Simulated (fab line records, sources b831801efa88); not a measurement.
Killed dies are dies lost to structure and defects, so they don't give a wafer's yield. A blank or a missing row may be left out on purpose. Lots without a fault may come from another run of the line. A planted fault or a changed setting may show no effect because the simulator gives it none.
Which tool did it? | flow sky130 | 12 lots, 36 wafers sampled, at 5 steps of a route of 708

WHAT THE GAUGES READ, wafer by wafer
SKY_FIELD_ISO_THK_MEAS_04. Usual: FIELD_ISO_CVD_03_THK 166.3 nm, standard deviation 1.3.
lot  | measured    | on            | FIELD_ISO_CVD_03_THK (nm) | flag
L651 | day 1 19:11 | film_metro-04 | 167.6 165.4 167.2         |
L652 | day 2 00:44 | film_metro-03 | 166.8 165.2 166.5         |
L656 | day 2 22:34 | film_metro-04 | 165.9 164.8 164.8         |
L658 | day 3 06:17 | film_metro-03 | 166.1 167.1 166.9         |
L659 | day 3 16:00 | film_metro-01 | 166.9 166.9 165.5         |
L660 | day 3 16:01 | film_metro-04 | 165.2 164.1 164.7         |
L662 | day 4 02:56 | film_metro-03 | 166.5 169.2 166.4         |
L664 | day 4 15:56 | film_metro-01 | 167.3 167.2 164.7         |
L670 | day 5 20:39 | film_metro-01 | 165.1 165.7 165.9         |
L669 | day 5 20:40 | film_metro-04 | 164.8 163.9 163.8         |
L672 | day 6 05:02 | film_metro-01 | 169.7 169.7 169.7         |
L673 | day 6 12:18 | film_metro-04 | 167.1 166.7 166.6         |

SKY_NWELL_RS_MEAS_29: measures by four-point-probe. Usual: NWELL_RS 624.0 ohm/sq, standard deviation 1.4.
lot  | measured     | on            | NWELL_RS (ohm/sq) | flag
L651 | day 5 13:13  | film_metro-02 | 624.3 623.6 622.5 |
L652 | day 5 20:10  | film_metro-04 | 624.8 622.9 624.9 |
L656 | day 7 10:34  | film_metro-01 | 622.4 624.9 625.6 |
L658 | day 8 07:55  | film_metro-04 | 625.2 624.6 625.1 |
L659 | day 8 08:32  | film_metro-04 | 625.1 624.3 624.1 |
L660 | day 8 09:12  | film_metro-04 | 622.9 625.8 624.1 |
L662 | day 9 05:05  | film_metro-02 | 623.2 622.7 625.0 |
L664 | day 9 16:05  | film_metro-01 | 622.2 620.7 622.8 |
L670 | day 10 11:39 | film_metro-01 | 641.0 643.1 640.8 | OFF
L669 | day 10 10:31 | film_metro-04 | 641.6 640.8 642.1 | OFF
L672 | day 10 20:56 | film_metro-01 | 622.9 623.2 623.4 |
L673 | day 11 06:22 | film_metro-02 | 624.1 624.7 624.8 |

SKY_VT_ADJUST_LVTN_OVL_MEAS_18. Usual: VT_ADJUST_LVTN_01_OVL 0.9 nm, standard deviation 1.4.
lot  | measured     | on         | VT_ADJUST_LVTN_01_OVL (nm) | flag
L651 | day 7 22:01  | overlay-02 | -1.4 0.7 0.5               |
L652 | day 8 04:28  | overlay-01 | -0.4 3.3 2.3               |
L656 | day 10 01:57 | overlay-02 | 1.3 2.3 0.8                |
L658 | day 11 00:08 | overlay-02 | -0.7 -0.8 -0.8             |
L659 | day 11 03:40 | overlay-02 | -0.4 1.5 0.6               |
L660 | day 11 04:16 | overlay-01 | 3.4 2.9 4.6                |
L662 | day 12 01:55 | overlay-01 | 1.2 -0.7 0.3               |
L664 | day 12 11:32 | overlay-02 | 3.0 1.1 0.8                |
L670 | day 13 13:02 | overlay-01 | 1.5 2.6 3.0                |
L669 | day 13 11:23 | overlay-02 | 0.5 -0.4 0.0               |
L672 | day 13 22:14 | overlay-01 | 1.0 1.1 2.4                |
L673 | day 14 10:28 | overlay-02 | 1.3 2.7 -0.3               |

WHICH TOOL RAN EACH LOT (tool, then ch and the chambers of the sampled wafers, then the start)
lot  | SKY_FIELD_ISO_STRIP_16              | SKY_NWELL_IMPLANT_12
L651 | plasma_asher-02 ch 0,1, day 2 10:13 | implanter-04 ch 0, day 4 19:25
L652 | plasma_asher-01 ch 0,1, day 2 16:28 | implanter-02 ch 0, day 5 02:23
L656 | plasma_asher-01 ch 0,1, day 3 14:54 | implanter-03 ch 0, day 6 14:17
L658 | plasma_asher-01 ch 0,1, day 3 22:41 | implanter-03 ch 0, day 7 10:23
L659 | plasma_asher-02 ch 0,1, day 4 07:41 | implanter-02 ch 0, day 7 10:40
L660 | plasma_asher-03 ch 0,1, day 4 07:49 | implanter-04 ch 0, day 7 10:44
L662 | plasma_asher-02 ch 0,1, day 4 18:55 | implanter-03 ch 0, day 8 07:22
L664 | plasma_asher-03 ch 0,1, day 5 09:34 | implanter-04 ch 0, day 8 17:01
L670 | plasma_asher-03 ch 0, day 6 14:37   | implanter-04 ch 0, day 9 13:59
L669 | plasma_asher-02 ch 0,1, day 6 13:43 | implanter-04 ch 0, day 9 12:08
L672 | plasma_asher-02 ch 0,1, day 6 23:16 | implanter-03 ch 0, day 9 22:14
L673 | plasma_asher-03 ch 0,1, day 7 07:53 | implanter-02 ch 0, day 10 07:13
- SKY_FIELD_ISO_STRIP_16: strips in O2/N2.
- SKY_NWELL_IMPLANT_12

WHAT THE TOOLS THEMSELVES READ (means of the sampled wafers that have a number; where no wafer has one, the mark that the record gives instead)
SKY_FIELD_ISO_STRIP_16. Usual: drypump_motor_current_A 5.6 A, standard deviation 0.47; oes_product_au 0.378 a.u., standard deviation 0.0048; strip_time_to_endpoint_s 3.56 s, standard deviation 0.036.
lot  | tool            | drypump_motor_current_A (A) | oes_product_au (a.u.) | strip_time_to_endpoint_s (s) | flag
L651 | plasma_asher-02 | 5.8                         | 0.387                 | 3.54                         |
L652 | plasma_asher-01 | 5.4                         | 0.383                 | 3.57                         |
L656 | plasma_asher-01 | 5.2                         | 0.377                 | 3.59                         |
L658 | plasma_asher-01 | 5.2                         | 0.377                 | 3.52                         |
L659 | plasma_asher-02 | 5.5                         | 0.374                 | 3.53                         |
L660 | plasma_asher-03 | 5.6                         | 0.381                 | 3.59                         |
L662 | plasma_asher-02 | 5.5                         | 0.379                 | 3.51                         |
L664 | plasma_asher-03 | 5.9                         | 0.376                 | 3.53                         |
L670 | plasma_asher-03 | 5.3                         | 0.374                 | 3.57                         |
L669 | plasma_asher-02 | 5.5                         | 0.378                 | 3.57                         |
L672 | plasma_asher-02 | 5.8                         | 0.381                 | 3.61                         |
L673 | plasma_asher-03 | 5.6                         | 0.378                 | 3.55                         |

SKY_NWELL_IMPLANT_12. Usual: dose_ions_cm2 1.3001e+12, standard deviation 1.4e+09; end_station_pressure_torr 5.03e-06 Torr, standard deviation 2.8e-07; faraday_current_uA 7.34, standard deviation 0.14.
lot  | tool         | dose_ions_cm2 | end_station_pressure_torr (Torr) | faraday_current_uA | flag
L651 | implanter-04 | 1.3010e+12    | 4.83e-06                         | 7.36               |
L652 | implanter-02 | 1.3000e+12    | 5.15e-06                         | 7.17               |
L656 | implanter-03 | 1.2987e+12    | 4.96e-06                         | 7.35               |
L658 | implanter-03 | 1.3005e+12    | 5.20e-06                         | 7.33               |
L659 | implanter-02 | 1.2992e+12    | 4.92e-06                         | 7.28               |
L660 | implanter-04 | 1.3001e+12    | 5.09e-06                         | 7.26               |
L662 | implanter-03 | 1.2989e+12    | 4.90e-06                         | 7.35               |
L664 | implanter-04 | 1.2984e+12    | 4.96e-06                         | 7.20               |
L670 | implanter-04 | 7.5653e+11    | 5.29e-06                         | 4.22               | OFF
L669 | implanter-04 | 7.5717e+11    | 5.17e-06                         | 4.31               | OFF
L672 | implanter-03 | 1.3020e+12    | 5.06e-06                         | 7.42               |
L673 | implanter-02 | 1.2996e+12    | 5.21e-06                         | 7.28               |

THE ANSWER, worked out from the rows above alone
Rule: a lot is off if the mean of its wafers that have a number lies more than 3 standard deviations from the usual mean. A lot without any number at a reading at which 4 lots or more have one is off too. The other lots that the step has rows for count as sound. The gauges are gone through in route order, then the tools' own readings, and for those a lot's mean is taken as printed above. The first step at which some lot is off is used, and at that step the reading that is off furthest; a lot without a number counts as furthest.
Off: L670, L669, at SKY_NWELL_RS_MEAS_29 (NWELL_RS).
A tool fits if, at a process step before that reading, it ran every lot that is off, and no sound lot after the first of them. The gauges at SKY_NWELL_RS_MEAS_29 aren't tried: what is off there is off at SKY_NWELL_IMPLANT_12 too, on other tools, and a gauge's error can't cause that. One fits: implanter-04 at SKY_NWELL_IMPLANT_12. Its last sound lot is L664 (day 8 17:01), its first lot that is off L669 (day 9 12:08): a fault that began between those two fits.
The tool's own readings at SKY_NWELL_IMPLANT_12 bear it out: on the lots that are off they differ by more than 5 times the standard deviation of the sound lots' means. dose_ions_cm2 reads 7.5685e+11 there against 1.2998e+12 on the sound lots; faraday_current_uA reads 4.26 there against 7.30 on the sound lots.

WHAT THE SIMULATOR HAD PUT IN
Process parameter drift: implanter-04, from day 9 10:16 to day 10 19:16, at SKY_NWELL_IMPLANT_12. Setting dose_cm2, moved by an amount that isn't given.
Lots struck among those shown: L670, L669. The rule above found the same.
